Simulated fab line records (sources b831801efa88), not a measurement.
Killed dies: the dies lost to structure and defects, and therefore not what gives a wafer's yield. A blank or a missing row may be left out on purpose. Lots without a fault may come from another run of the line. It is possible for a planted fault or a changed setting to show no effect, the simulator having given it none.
Chamber matching -- flow gf180mcu -- GF_V4_CMP_04 on cmp-02: 4 sister chambers
The step polishes SiO2. 16 wafers are shown with their chamber, then 7 later ones without.

EACH WAFER AND ITS CHAMBER
wafer,chamber,motorCurrentA (A),timeToEndpointS (s)
L864.1,0,12.7,68
L864.3,3,12.8,80
L864.4,1,11.9,85
L865.3,0,12.6,79
L865.4,1,11.7,89
L865.6,3,13.4,87
L869.2,1,12.3,81
L869.3,0,12.5,75
L869.4,3,12.7,81
L872.1,2,13.3,75
L872.4,3,12.2,76
L872.6,2,13.9,76
L874.1,1,12.3,80
L874.3,2,13.1,65
L874.4,0,12.6,76
L875.2,1,11.9,81

SIGNATURES, as means of the wafers listed above
reading,chamber 0,chamber 1,chamber 2,chamber 3,scatter within a chamber
motorCurrentA,12.600,12.020,13.433,12.775,0.339
timeToEndpointS,74.50,83.20,72.00,81.00,4.64
Rule: distance of a wafer from a chamber = root of the sum over the readings of ((wafer's reading minus chamber's mean) / reading's scatter) squared. If the next closest chamber is less than 2 further off than the closest, the wafer can't be placed; otherwise it belongs to the closest. The scatter: take each reading less its chamber's mean, square it, sum over the shown wafers, divide by the number of wafers less the number of chambers, and take the root.

WAFERS WHOSE CHAMBER IS MISSING
wafer,motorCurrentA (A),timeToEndpointS (s)
L875.4,13.9,86
L875.6,13.4,86
L877.1,13.9,74
L877.2,11.7,100
L877.6,12.6,102
L882.5,12.7,76
L882.6,12.2,106

WHICH CHAMBER EACH ONE RAN IN
wafer,from the rows above,in truth
L875.4,can't be placed: 2 or 3 or 0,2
L875.6,can't be placed: 3 or 2 or 0 or 1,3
L877.1,2,2
L877.2,can't be placed: 1 or 3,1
L877.6,can't be placed: 1 or 3 or 0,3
L882.5,can't be placed: 0 or 3 or 2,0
L882.6,can't be placed: 1 or 3 or 0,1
Placed correctly: 1 of 7. Cannot be placed on the basis of these rows: 6; the candidates contain the true chamber in 6. Number placed wrongly: 0.
